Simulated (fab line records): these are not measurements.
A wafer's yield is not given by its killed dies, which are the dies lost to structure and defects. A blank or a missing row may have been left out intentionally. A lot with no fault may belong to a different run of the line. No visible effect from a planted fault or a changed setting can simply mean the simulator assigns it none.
fab line records -- flow sky130
[record] lots = 5, wafers = 15, last_day = 50
route steps=708 shown LDD_P@259 LDD_HVN@267 LDD_HVP@278 PAD_OPEN@708
lots that met no fault: taken from a fault-free run of the same line
start_h: start of the lot's first displayed wafer, in hours after the record's first day -- wait_h: time in hours since the lot's previous step -- " repeats the value in the row above -- L1.1+2: one row covering several wafers at once -- - value missing, or start not given -- * or withheld: withheld -- < > ~ a bound
route shown NAME@n: a module of which the file shows steps, and the number in the route of the first -- usual: mean and standard deviation over wafers with no fault -- same: alike in all rows -- chamber/n: place in a boat -- sites: each site's reading -- _std_site: standard deviation across them -- _edge_site: inner sites' mean taken away from outer sites' mean -- radius_mm: for every site, how far away it sits from the centre of the wafer -- mask NAME#n: copy n -- behind: the last tool/chamber to shape the wafer -- hold: the reason the lot was held/the length of the hold in hours/how it ended -- device: transistor that didn't switch, given as n, p or np -- end of line: the tests these same wafers got at the end of their route -- a step without rows: its recipe alone -- killed: at the first sort, the dies lost to defects and structure; wafer yield is something else -- map: the dies of a wafer, with x for killed, . for not killed, _ for no die there
set.NAME: the setting as run; set.NAME@STEP: as run at that earlier step -- model.NAME: the simulator's own value behind a step, which no gauge read
certain route steps with their lots: each step a table, each wafer a row
services: the hour from which a tool's chamber was out of use, counted from the record's first day as start_h (under 0 if before that day), plus the number of hours and why
[[steps]]
[step SKY_LDD_P_EXPOSE_04]
[recipe] mask_id = PSDM, na = 0.6, source_shape = conventional, sigma_outer = 0.6, polarization = unpolarized, target_cd_nm = 380, dose_mj = 138
[step SKY_LDD_P_PEB_05]
[recipe] temp_c = withheld, time_s = *, resist = NOVOLAK
[step SKY_LDD_P_DEVELOP_06]
[recipe] resist = NOVOLAK, developer = TMAH, develop_time_s = 60, dev_temp_c = 23
[step SKY_LDD_P_CD_MEAS_07]
[recipe] target_cd_nm = 380
[usual] cd_nm = 379.3/2.4
lot.wafer,tool,chamber,start_h,wait_h,cd_nm
L875.1,cd_sem-02,-,465.46,0.1,379.4
L875.3,cd_sem-02,-,465.46,0.1,379.7
L875.6,cd_sem-02,-,465.46,0.1,379.8
L876.2,cd_sem-01,-,492.16,0.1,377.9
L876.5,cd_sem-01,-,492.16,0.1,379.1
L876.6,cd_sem-01,-,492.16,0.1,379.2
L883.1,cd_sem-01,-,543.89,0.1,376.5
L883.2,cd_sem-01,-,543.89,0.1,377.9
L883.3,cd_sem-01,-,543.89,0.1,378.3
L893.2,cd_sem-02,-,620.73,0.1,379.5
L893.5,cd_sem-02,-,620.73,0.1,377.4
L893.6,cd_sem-02,-,620.73,0.1,377.1
L894.1,cd_sem-02,-,627.01,0.1,381.4
L894.4,cd_sem-02,-,627.01,0.1,382.9
L894.5,cd_sem-02,-,627.01,0.1,382.5
[step SKY_LDD_P_OVL_MEAS_08]
[usual] LDD_P_OVL = 0.3/1.3
lot.wafer,tool,chamber,start_h,wait_h,LDD_P_OVL[nm]
L875.1,overlay-01,-,465.58,0.1,0.1
L875.3,overlay-01,-,465.58,0.1,0.2
L875.6,overlay-01,-,465.58,0.1,0.2
L876.2,overlay-02,-,492.26,0.1,0.5
L876.5,overlay-02,-,492.26,0.1,-0.9
L876.6,overlay-02,-,492.26,0.1,0.6
L883.1,overlay-02,-,544.01,0.1,0.9
L883.2,overlay-02,-,544.01,0.1,-0.1
L883.3,overlay-02,-,544.01,0.1,1.3
L893.2,overlay-01,-,620.83,0.1,-0.4
L893.5,overlay-01,-,620.83,0.1,-1.2
L893.6,overlay-01,-,620.83,0.1,-0.4
L894.1,overlay-01,-,627.13,0.1,2.1
L894.4,overlay-01,-,627.13,0.1,1.9
L894.5,overlay-01,-,627.13,0.1,0.8
[step SKY_LDD_P_IMPLANT_09]
[recipe] species = BF2, energy_kev = 25.37, dose_cm2 = 1e+13, tilt_deg = withheld
[step SKY_LDD_P_STRIP_10]
[recipe] chemistry = O2/N2, power_w = 1400, pressure_mtorr = 1500, platen_temp_c = withheld, o2_flow_sccm = 3000, n2_flow_sccm = 300, overash_fraction = 0.5
[usual] drypump_motor_current_A = 5.7/0.58, oes_product_au = 0.716/0.0043, strip_time_to_endpoint_s = 14.21/0.044
lot.wafer,tool,chamber,start_h,wait_h,drypump_motor_current_A,oes_product_au,rf_hours_counter_h,strip_time_to_endpoint_s
L875.1,plasma_asher-01,0,465.77,0.1,4.8,0.711,4,14.21
L875.3,plasma_asher-01,0,465.77,0.1,4.8,0.720,-,14.20
L875.6,plasma_asher-01,0,465.77,0.1,4.9,0.712,-,14.18
L876.2,plasma_asher-03,0,492.44,0.1,6.0,0.717,69,14.17
L876.5,plasma_asher-03,1,492.44,0.1,6.1,0.714,-,14.15
L876.6,plasma_asher-03,0,492.44,0.1,6.0,0.716,-,14.18
L883.1,plasma_asher-02,1,544.19,0.1,6.4,0.716,86,14.27
L883.2,plasma_asher-02,0,544.19,0.1,5.8,0.715,86,14.31
L883.3,plasma_asher-02,1,544.19,0.1,6.4,0.716,-,14.22
L893.2,plasma_asher-03,1,621.01,0.1,6.0,0.709,82,14.19
L893.5,plasma_asher-03,1,621.01,0.1,6.0,0.715,-,14.24
L893.6,plasma_asher-03,0,621.01,0.1,6.0,0.716,-,14.21
L894.1,plasma_asher-02,0,627.31,0.1,5.8,0.711,95,14.15
L894.4,plasma_asher-02,1,627.31,0.1,6.5,0.717,-,14.15
L894.5,plasma_asher-02,1,627.31,0.1,6.4,0.714,-,14.19
[step SKY_LDD_P_TW_MEAS_11]
[usual] LDD_P_TW = 637/3.5
lot.wafer,tool,chamber,start_h,wait_h,LDD_P_TW
L875.1,film_metro-04,-,465.87,0.1,634
L875.3,film_metro-04,-,465.87,0.1,635
L875.6,film_metro-04,-,465.87,0.1,633
L876.2,film_metro-04,-,492.55,0.1,634
L876.5,film_metro-04,-,492.55,0.1,632
L876.6,film_metro-04,-,492.55,0.1,632
L883.1,film_metro-04,-,544.29,0.1,638
L883.2,film_metro-04,-,544.29,0.1,637
L883.3,film_metro-04,-,544.29,0.1,635
L893.2,film_metro-03,-,621.12,0.1,642
L893.5,film_metro-03,-,621.12,0.1,637
L893.6,film_metro-03,-,621.12,0.1,639
L894.1,film_metro-04,-,627.41,0.1,634
L894.4,film_metro-04,-,627.41,0.1,630
L894.5,film_metro-04,-,627.41,0.1,637
[step SKY_LDD_HVN_DEHYDRATE_00]
[recipe] temp_c = 200, time_s = 60
[step SKY_LDD_HVN_HMDS_01]
[recipe] prime_time_s = 60, prime_temp_c = 120
[step SKY_LDD_HVN_COAT_02]
[recipe] resist = NOVOLAK, spin_rpm = 3000, resist_thk_nm = 300
[step SKY_LDD_HVN_SOFTBAKE_03]
[recipe] temp_c = 90, time_s = 60, resist = NOVOLAK
[step SKY_LDD_HVN_EXPOSE_04]
[recipe] mask_id = HVNTM, na = 0.6, source_shape = conventional, sigma_outer = 0.6, polarization = unpolarized, target_cd_nm = 700, dose_mj = 127
[usual] reticle_temp_C = 23.00/0.1
lot.wafer,tool,chamber,start_h,wait_h,mask,reticle_temp_C
L875.1,iline_stepper-02,0,481.80,-,HVNTM#0,22.96
L875.3,iline_stepper-02,0,481.80,-,HVNTM#0,23.11
L875.6,iline_stepper-02,0,481.80,-,HVNTM#0,22.95
L876.2,iline_stepper-01,0,507.73,-,HVNTM#0,22.95
L876.5,iline_stepper-01,0,507.73,-,HVNTM#0,23.38
L876.6,iline_stepper-01,0,507.73,-,HVNTM#0,23.14
L883.1,iline_stepper-02,0,559.44,-,PSDM#0,22.84
L883.2,iline_stepper-02,0,559.44,-,PSDM#0,22.93
L883.3,iline_stepper-02,0,559.44,-,PSDM#0,23.07
L893.2,iline_stepper-02,0,635.85,-,HVNTM#0,23.03
L893.5,iline_stepper-02,0,635.85,-,HVNTM#0,23.09
L893.6,iline_stepper-02,0,635.85,-,HVNTM#0,23.05
L894.1,iline_stepper-02,0,643.11,-,HVNTM#0,22.91
L894.4,iline_stepper-02,0,643.11,-,HVNTM#0,23.18
L894.5,iline_stepper-02,0,643.11,-,HVNTM#0,22.99
[step SKY_LDD_HVN_PEB_05]
[recipe] temp_c = withheld, time_s = *, resist = NOVOLAK
[step SKY_LDD_HVN_DEVELOP_06]
[recipe] resist = NOVOLAK, developer = TMAH, develop_time_s = 60, dev_temp_c = 23
[step SKY_LDD_HVN_OVL_MEAS_07]
[usual] LDD_HVN_OVL = 0.5/1.4
lot.wafer,tool,chamber,start_h,wait_h,LDD_HVN_OVL[nm]
L875.1,overlay-02,-,496.91,0.1,-0.6
L875.3,overlay-02,-,496.91,0.1,-2.4
L875.6,overlay-02,-,496.91,0.1,-1.3
L876.2,overlay-02,-,523.07,0.1,-1.8
L876.5,overlay-02,-,523.07,0.1,-0.9
L876.6,overlay-02,-,523.07,0.1,-0.2
L883.1,overlay-01,-,573.96,0.1,-
L883.2,overlay-01,-,573.96,0.1,-
L883.3,overlay-01,-,573.96,0.1,-
L893.2,overlay-02,-,650.14,0.1,0.3
L893.5,overlay-02,-,650.14,0.1,-0.4
L893.6,overlay-02,-,650.14,0.1,0.6
L894.1,overlay-01,-,657.01,0.1,-0.2
L894.4,overlay-01,-,657.01,0.1,1.0
L894.5,overlay-01,-,657.01,0.1,0.8
[step SKY_LDD_HVN_IMPLANT_08]
[recipe] species = P, energy_kev = 60, dose_cm2 = 3e+13, tilt_deg = 40
[step SKY_LDD_HVN_STRIP_09]
[recipe] chemistry = O2/N2, power_w = 1400, pressure_mtorr = 1500, platen_temp_c = withheld, o2_flow_sccm = 3000, n2_flow_sccm = 300, overash_fraction = 0.5
[usual] drypump_motor_current_A = 5.6/0.67, oes_product_au = 0.409/0.0046, strip_time_to_endpoint_s = 4.140/0.016
lot.wafer,tool,chamber,start_h,wait_h,drypump_motor_current_A,oes_product_au,rf_hours_counter_h,strip_time_to_endpoint_s
L875.1,plasma_asher-01,0,497.10,0.1,4.9,0.408,4,4.154
L875.3,plasma_asher-01,1,497.10,0.1,5.0,0.412,-,4.147
L875.6,plasma_asher-01,0,497.10,0.1,4.8,0.412,-,4.137
L876.2,plasma_asher-04,1,523.25,0.1,4.9,0.410,41,4.145
L876.5,plasma_asher-04,0,523.25,0.1,6.3,0.401,-,4.108
L876.6,plasma_asher-04,1,523.25,0.1,5.0,0.407,-,4.135
L883.1,plasma_asher-02,0,574.15,0.1,5.8,0.408,89,4.153
L883.2,plasma_asher-02,1,574.15,0.1,6.4,0.406,89,4.134
L883.3,plasma_asher-02,0,574.15,0.1,5.8,0.403,-,4.143
L893.2,plasma_asher-02,0,650.32,0.1,5.8,0.410,97,4.117
L893.5,plasma_asher-02,1,650.32,0.1,6.4,0.423,-,4.126
L893.6,plasma_asher-02,0,650.32,0.1,5.8,0.407,-,4.139
L894.1,plasma_asher-01,1,657.20,0.1,5.0,0.413,18,4.131
L894.4,plasma_asher-01,0,657.20,0.1,4.8,0.409,-,4.125
L894.5,plasma_asher-01,0,657.20,0.1,4.8,0.416,-,4.139
[step SKY_LDD_HVN_TW_MEAS_10]
[usual] LDD_HVN_TW = 1438/9.8
lot.wafer,tool,chamber,start_h,wait_h,LDD_HVN_TW
L875.1,film_metro-04,-,497.20,0.1,1426
L875.3,film_metro-04,-,497.20,0.1,1423
L875.6,film_metro-04,-,497.20,0.1,1423
L876.2,film_metro-04,-,523.36,0.1,1420
L876.5,film_metro-04,-,523.36,0.1,1417
L876.6,film_metro-04,-,523.36,0.1,1428
L883.1,film_metro-02,-,574.25,0.1,30
L883.2,film_metro-02,-,574.25,0.1,30
L883.3,film_metro-02,-,574.25,0.1,30
L893.2,film_metro-02,-,650.43,0.1,1453
L893.5,film_metro-02,-,650.43,0.1,1451
L893.6,film_metro-02,-,650.43,0.1,1444
L894.1,film_metro-01,-,657.30,0.1,1430
L894.4,film_metro-01,-,657.30,0.1,1435
L894.5,film_metro-01,-,657.30,0.1,1443
[step SKY_LDD_HVP_DEHYDRATE_00]
[recipe] temp_c = 200, time_s = 60
[step SKY_PAD_OPEN_PROBE_99]
lot.wafer,tool,chamber,start_h,wait_h,model.etest.pfet_01v8.r_on_ohm_um,model.etest.pfet_g5v0d10v5.r_on_ohm_um,model.etest.pfet_16v.r_on_ohm_um,model.etest.nfet_g5v0d10v5.r_on_ohm_um,model.etest.pfet_01v8.drive_ua_um,model.etest.pfet_01v8_lvt.drive_ua_um,model.etest.pfet_g5v0d10v5.drive_ua_um,model.etest.pfet_01v8_hvt.drive_ua_um
L875.1,prober-02,-,1102.68,0.1,2891,4708,1.436e+04,1898,193.3,175.5,345.6,144.3
L875.3,prober-02,-,1102.78,0.2,2925,4811,1.476e+04,1919,188.9,173.1,333.6,141.5
L875.6,prober-02,-,1102.93,0.2,2895,4765,1.46e+04,1904,191.2,174.2,338.7,142.9
L876.2,prober-02,-,1119.67,0.1,2927,4692,1.45e+04,1885,188.5,175.9,344.4,141
L876.5,prober-02,-,1119.82,0.2,2976,4797,1.504e+04,1920,186.7,173.9,337,138.8
L876.6,prober-02,-,1119.87,0.2,2898,4724,1.496e+04,1910,188.8,175.8,341.7,142.6
L883.1,prober-02,-,1149.29,0.1,5968,6262,1.522e+04,2252,60.52,74.5,248,48.49
L883.2,prober-02,-,1149.34,0.1,6052,6271,1.529e+04,2230,59.17,73.67,248.8,47.7
L883.3,prober-02,-,1149.39,0.2,6065,6282,1.522e+04,2263,59.29,73.89,248.3,47.6
L893.2,prober-02,-,1195.68,0.1,2942,4821,1.497e+04,1922,186.8,169,337.9,139.2
L893.5,prober-02,-,1195.83,0.2,2896,4784,1.45e+04,1905,193,172.6,342.3,142.8
L893.6,prober-02,-,1195.88,0.2,2974,4760,1.445e+04,1919,187.9,170.2,343.5,138.1
L894.1,prober-02,-,1200.87,1.9,2866,4827,1.446e+04,1925,191.7,172.9,335,143.8
L894.4,prober-02,-,1201.02,2.0,2908,4828,1.474e+04,1917,189.9,172.4,338.2,141.1
L894.5,prober-02,-,1201.07,2.1,2879,4776,1.485e+04,1924,193.2,172.4,336,144.7
// killed by level:class
L875.1 VIA1:geometric_particle:open=10 VIA2:geometric_particle:open=7 VIA3:geometric_particle:open=6 CONTACT:geometric_particle:open=5 METAL2:geometric_particle:short=5 LI_CONTACT:geometric_particle:open=4 METAL1:geometric_particle:short=4 FIELD_ISO:geometric_particle:short=3
L875.3 VIA1:geometric_particle:open=17 VIA1:geometric_particle:short=10 LI_CONTACT:geometric_particle:short=7 LOCAL_INTERCONNECT:geometric_particle:short=7 CONTACT:geometric_particle:short=6 VIA2:geometric_particle:open=6 VIA3:geometric_particle:open=5 FIELD_ISO:geometric_particle:short=4
L875.6 CONTACT:geometric_particle:open=10 VIA1:geometric_particle:open=10 FIELD_ISO:geometric_particle:open=6 LI_CONTACT:geometric_particle:open=6 FIELD_ISO:geometric_particle:short=5 METAL2:geometric_particle:short=5 VIA3:geometric_particle:open=5 LOCAL_INTERCONNECT:geometric_particle:short=4
L876.2 CONTACT:geometric_particle:open=9 VIA1:geometric_particle:open=9 POLY_GATE:geometric_particle:open=8 VIA3:geometric_particle:open=7 FIELD_ISO:geometric_particle:open=6 CONTACT:geometric_particle:short=6 METAL4:geometric_particle:short=4 METAL1:geometric_particle:short=4
L876.5 VIA1:geometric_particle:open=12 VIA2:geometric_particle:open=11 CONTACT:geometric_particle:open=7 CONTACT:geometric_particle:short=6 METAL2:geometric_particle:short=6 FIELD_ISO:geometric_particle:open=5 VIA2:geometric_particle:short=5 LI_CONTACT:geometric_particle:open=5
L876.6 CONTACT:geometric_particle:open=13 METAL2:geometric_particle:short=7 VIA1:geometric_particle:open=7 LI_CONTACT:geometric_particle:open=6 POLY_GATE:geometric_particle:short=5 VIA1:geometric_particle:short=5 CONTACT:geometric_particle:short=4 FIELD_ISO:geometric_particle:open=3
L893.2 LI_CONTACT:geometric_particle:open=8 METAL1:geometric_particle:short=5 FIELD_ISO:geometric_particle:short=4 POLY_GATE:geometric_particle:short=4 POLY_GATE:geometric_particle:open=4 VIA3:geometric_particle:open=4 METAL4:geometric_particle:short=4 CONTACT:geometric_particle:open=3
L893.5 VIA3:geometric_particle:open=10 CONTACT:geometric_particle:open=9 LI_CONTACT:geometric_particle:open=8 METAL1:geometric_particle:short=8 VIA1:geometric_particle:open=7 CONTACT:geometric_particle:short=6 LOCAL_INTERCONNECT:geometric_particle:short=6 VIA2:geometric_particle:open=5
L893.6 CONTACT:geometric_particle:short=9 LI_CONTACT:geometric_particle:open=8 POLY_GATE:geometric_particle:open=7 CONTACT:geometric_particle:open=7 VIA3:geometric_particle:open=6 LOCAL_INTERCONNECT:geometric_particle:short=6 METAL1:geometric_particle:short=6 METAL4:geometric_particle:short=4
L894.1 VIA3:geometric_particle:open=9 CONTACT:geometric_particle:open=9 VIA1:geometric_particle:open=8 METAL2:geometric_particle:short=7 VIA2:geometric_particle:short=5 LOCAL_INTERCONNECT:geometric_particle:short=4 VIA1:geometric_particle:short=4 METAL1:geometric_particle:short=4
L894.4 CONTACT:geometric_particle:open=16 LOCAL_INTERCONNECT:geometric_particle:short=8 VIA1:geometric_particle:open=8 FIELD_ISO:geometric_particle:short=7 CONTACT:geometric_particle:short=6 LI_CONTACT:geometric_particle:open=5 VIA2:geometric_particle:open=5 METAL4:geometric_particle:short=4
L894.5 VIA1:geometric_particle:open=11 CONTACT:geometric_particle:open=10 VIA3:geometric_particle:open=8 VIA2:geometric_particle:open=6 METAL3:geometric_particle:short=5 LI_CONTACT:geometric_particle:open=4 VIA1:geometric_particle:short=4 FIELD_ISO:geometric_particle:open=3
[[services]]
tool,chamber,start_h,hours,kind
plasma_asher-01,-,468.55,28.1,pm
plasma_asher-01,-,520.03,14.3,repair
iline_stepper-02,0,521.95,-,calibration
iline_stepper-01,-,527.72,1.7,pm
iline_stepper-02,-,529.39,1.7,pm
plasma_asher-02,-,555.53,0.7,repair
plasma_asher-03,-,558.32,0.5,repair
plasma_asher-02,-,582.49,1.9,repair
iline_stepper-01,0,604.24,-,calibration
iline_stepper-02,-,651.75,4.4,pm
[[key]]
[first_sign] step = SKY_LDD_HVN_EXPOSE_04, reading = mask, direction = changed
[effect] step = SKY_LDD_HVN_OVL_MEAS_07, reading = LDD_HVN_OVL, direction = missing
[effect] step = SKY_LDD_HVN_TW_MEAS_10, reading = LDD_HVN_TW, direction = down, sigmas = 99+, usual = 1438, struck = 30
[model_effect] step = SKY_PAD_OPEN_PROBE_99, value = etest.pfet_01v8.r_on_ohm_um, without = 3005, struck = 6028
met_at SKY_LDD_HVN_EXPOSE_04
struck_wafers L883.1,L883.2,L883.3
sort_left_out L883.1,L883.2,L883.3
tester_left_out L883
onset_between 481.80 559.44
[fault] kind = wrong_mask, tool = any, chamber = -, onset_h = 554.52, steps = SKY_LDD_HVN_EXPOSE_04, aux_copy = PSDM#0, scope = struck_lots_only
// tester_left_out: of these lots the tester's yield and bins aren't shown, on N5 and GAA mostly nor the transistor test; their killed dies are dies lost to structure and defects alone, not to doping, threshold or leakage, so they don't give the yield
// sort_left_out: the simulated sort isn't trusted on such a fault, so these wafers' sort isn't shown, and their yield isn't known
